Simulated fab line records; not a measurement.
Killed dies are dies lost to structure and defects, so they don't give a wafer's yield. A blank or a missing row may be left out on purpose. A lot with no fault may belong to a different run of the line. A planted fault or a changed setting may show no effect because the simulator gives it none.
Split-lot experiment || flow sfqLine || 23 wafers read across 5 lots, on a route 325 steps long

## ON THE SPLIT
At SFQ_TRILAYER_R5_BARC_OPEN_METAL_ETCH_177 (etches BARC in O2, target depth 125 nm, time 41.7 s), the setting timeS was moved away from the recipe's 41.7 s on 11 of the 23 wafers read, by -7.3% to +12.7%. All remaining wafers had this setting at the recipe value.

Split to reading: the file shows no intervening step.

## THE READING
KrF_of_TRILAYER_R5_LITHO_COAT_136.thkNm (the simulator's own value, which no gauge read), in nm, at SFQ_TRILAYER_R5_ETCH_METAL_ETCH_139 (etches the open film in Cl2, stops on SiO2, target depth 60 nm, time 40 s). The file gives no usual value for it. Average 498.8 nm, standard deviation 1.3 nm, over the 12 wafers here run with the recipe.

{"wafer": "L075.1", "tool, chamber at the split": "rieMetal-01, 0", "timeS as run, s": 44.46, "against the recipe": "+6.6%", "KrF_of_TRILAYER_R5_LITHO_COAT_136.thkNm, nm": 499.5, "against lot-mates on the recipe": -1.0}
{"wafer": "L075.3", "tool, chamber at the split": "rieMetal-01, 1", "timeS as run, s": 41.7, "against the recipe": "recipe", "KrF_of_TRILAYER_R5_LITHO_COAT_136.thkNm, nm": 500.1, "against lot-mates on the recipe": "-"}
{"wafer": "L075.4", "tool, chamber at the split": "rieMetal-01, 0", "timeS as run, s": 44.46, "against the recipe": "+6.6%", "KrF_of_TRILAYER_R5_LITHO_COAT_136.thkNm, nm": 499.1, "against lot-mates on the recipe": -1.4}
{"wafer": "L075.5", "tool, chamber at the split": "rieMetal-01, 0", "timeS as run, s": 44.46, "against the recipe": "+6.6%", "KrF_of_TRILAYER_R5_LITHO_COAT_136.thkNm, nm": 498.9, "against lot-mates on the recipe": -1.6}
{"wafer": "L075.6", "tool, chamber at the split": "rieMetal-01, 1", "timeS as run, s": 41.7, "against the recipe": "recipe", "KrF_of_TRILAYER_R5_LITHO_COAT_136.thkNm, nm": 500.9, "against lot-mates on the recipe": "-"}
{"wafer": "L077.1", "tool, chamber at the split": "rieMetal-01, 1", "timeS as run, s": 41.7, "against the recipe": "recipe", "KrF_of_TRILAYER_R5_LITHO_COAT_136.thkNm, nm": 499, "against lot-mates on the recipe": "-"}
{"wafer": "L077.4", "tool, chamber at the split": "rieMetal-01, 0", "timeS as run, s": 41.7, "against the recipe": "recipe", "KrF_of_TRILAYER_R5_LITHO_COAT_136.thkNm, nm": 499.1, "against lot-mates on the recipe": "-"}
{"wafer": "L077.6", "tool, chamber at the split": "rieMetal-01, 0", "timeS as run, s": 41.7, "against the recipe": "recipe", "KrF_of_TRILAYER_R5_LITHO_COAT_136.thkNm, nm": 498.2, "against lot-mates on the recipe": "-"}
{"wafer": "L080.1", "tool, chamber at the split": "rieMetal-01, 1", "timeS as run, s": 46, "against the recipe": "+10.3%", "KrF_of_TRILAYER_R5_LITHO_COAT_136.thkNm, nm": 490.1, "against lot-mates on the recipe": -7.8}
{"wafer": "L080.2", "tool, chamber at the split": "rieMetal-01, 0", "timeS as run, s": 46, "against the recipe": "+10.3%", "KrF_of_TRILAYER_R5_LITHO_COAT_136.thkNm, nm": 492.3, "against lot-mates on the recipe": -5.6}
{"wafer": "L080.4", "tool, chamber at the split": "rieMetal-01, 0", "timeS as run, s": 41.7, "against the recipe": "recipe", "KrF_of_TRILAYER_R5_LITHO_COAT_136.thkNm, nm": 497.9, "against lot-mates on the recipe": "-"}
{"wafer": "L080.5", "tool, chamber at the split": "rieMetal-01, 0", "timeS as run, s": 41.7, "against the recipe": "recipe", "KrF_of_TRILAYER_R5_LITHO_COAT_136.thkNm, nm": 497.9, "against lot-mates on the recipe": "-"}
{"wafer": "L080.6", "tool, chamber at the split": "rieMetal-01, 1", "timeS as run, s": 46, "against the recipe": "+10.3%", "KrF_of_TRILAYER_R5_LITHO_COAT_136.thkNm, nm": 490.4, "against lot-mates on the recipe": -7.5}
{"wafer": "L081.2", "tool, chamber at the split": "rieMetal-01, 0", "timeS as run, s": 41.7, "against the recipe": "recipe", "KrF_of_TRILAYER_R5_LITHO_COAT_136.thkNm, nm": 501.4, "against lot-mates on the recipe": "-"}
{"wafer": "L081.3", "tool, chamber at the split": "rieMetal-01, 1", "timeS as run, s": 46.98, "against the recipe": "+12.7%", "KrF_of_TRILAYER_R5_LITHO_COAT_136.thkNm, nm": 492.3, "against lot-mates on the recipe": -7.5}
{"wafer": "L081.4", "tool, chamber at the split": "rieMetal-01, 0", "timeS as run, s": 46.98, "against the recipe": "+12.7%", "KrF_of_TRILAYER_R5_LITHO_COAT_136.thkNm, nm": 493.1, "against lot-mates on the recipe": -6.7}
{"wafer": "L081.5", "tool, chamber at the split": "rieMetal-01, 1", "timeS as run, s": 46.98, "against the recipe": "+12.7%", "KrF_of_TRILAYER_R5_LITHO_COAT_136.thkNm, nm": 492.4, "against lot-mates on the recipe": -7.4}
{"wafer": "L081.6", "tool, chamber at the split": "rieMetal-01, 0", "timeS as run, s": 41.7, "against the recipe": "recipe", "KrF_of_TRILAYER_R5_LITHO_COAT_136.thkNm, nm": 498.2, "against lot-mates on the recipe": "-"}
{"wafer": "L083.1", "tool, chamber at the split": "rieMetal-03, 0", "timeS as run, s": 41.7, "against the recipe": "recipe", "KrF_of_TRILAYER_R5_LITHO_COAT_136.thkNm, nm": 497.7, "against lot-mates on the recipe": "-"}
{"wafer": "L083.2", "tool, chamber at the split": "rieMetal-03, 1", "timeS as run, s": 41.7, "against the recipe": "recipe", "KrF_of_TRILAYER_R5_LITHO_COAT_136.thkNm, nm": 497.2, "against lot-mates on the recipe": "-"}
{"wafer": "L083.3", "tool, chamber at the split": "rieMetal-03, 1", "timeS as run, s": 38.66, "against the recipe": "-7.3%", "KrF_of_TRILAYER_R5_LITHO_COAT_136.thkNm, nm": 499.4, "against lot-mates on the recipe": "+1.9"}
{"wafer": "L083.4", "tool, chamber at the split": "rieMetal-03, 0", "timeS as run, s": 41.7, "against the recipe": "recipe", "KrF_of_TRILAYER_R5_LITHO_COAT_136.thkNm, nm": 497.5, "against lot-mates on the recipe": "-"}
{"wafer": "L083.6", "tool, chamber at the split": "rieMetal-03, 0", "timeS as run, s": 38.66, "against the recipe": "-7.3%", "KrF_of_TRILAYER_R5_LITHO_COAT_136.thkNm, nm": 503.3, "against lot-mates on the recipe": "+5.8"}

THE FIT
A straight line over all 23 wafers: KrF_of_TRILAYER_R5_LITHO_COAT_136.thkNm changes by -0.49 nm for each +1% of timeS; r = -0.82; the points scatter about the line by 2.1 nm.
The same after taking each lot's own level away (the mean of its wafers on the recipe; 23 wafers): -0.56 nm for each +1%; r = -0.93; scatter 1.3 nm.
On that fit, the largest move of timeS shifts the reading by 7.1 nm.
The lots' own levels span 497.47 to 500.50 nm, that is 2.3 times the standard deviation above.
Hence the slope depends on the lot-to-lot level, as the two fits are not the same.
Check: with one of the wafers moved furthest among these (+12.7%) left out of the fit, the line predicts -6.87 nm for it against its lot-mates. Against them it came out at -7.5 nm.

## THESE WAFERS: OTHER SPLITS
Note: prior to the reading, these wafers also went through further splits. Each is held against what the fit with the lots' levels taken away leaves over:
{"other split on the same wafers": "SFQ_TRILAYER_M5_BARC_OPEN_METAL_ETCH_161 pressureMtorr", "wafers away from the commonest value": 15, "r with KrF_of_TRILAYER_R5_LITHO_COAT_136.thkNm (lot level and that fit taken away)": -0.21}
{"other split on the same wafers": "SFQ_TRILAYER_R5_LITHO_COAT_141 resistThkNm", "wafers away from the commonest value": 10, "r with KrF_of_TRILAYER_R5_LITHO_COAT_136.thkNm (lot level and that fit taken away)": -0.17}

## THE WHOLE CHAIN: every reading that the file lists as answering this split, in the file's order
{"step": "SFQ_TRILAYER_R5_BARC_OPEN_METAL_ETCH_177", "what it does": "etches BARC in O2, target depth 125 nm, time 41.7 s", "reading": "KrF_of_TRILAYER_R5_LITHO_COAT_136.thkNm (the simulator's own value, which no gauge read)", "change (the file's fit)": "-0.556 nm for each +1% of the setting", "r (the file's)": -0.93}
{"step": "SFQ_TRILAYER_R5_ETCH_METAL_ETCH_139", "what it does": "etches the open film in Cl2, stops on SiO2, target depth 60 nm, time 40 s", "reading": "KrF_of_TRILAYER_R5_LITHO_COAT_136.thkNm (the simulator's own value, which no gauge read)", "change (the file's fit)": "-0.552 nm for each +1% of the setting", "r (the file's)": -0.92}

## THE FILE'S OWN FIT
KrF_of_TRILAYER_R5_LITHO_COAT_136.thkNm changes by -0.552 nm for each +1% of timeS, r = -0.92.
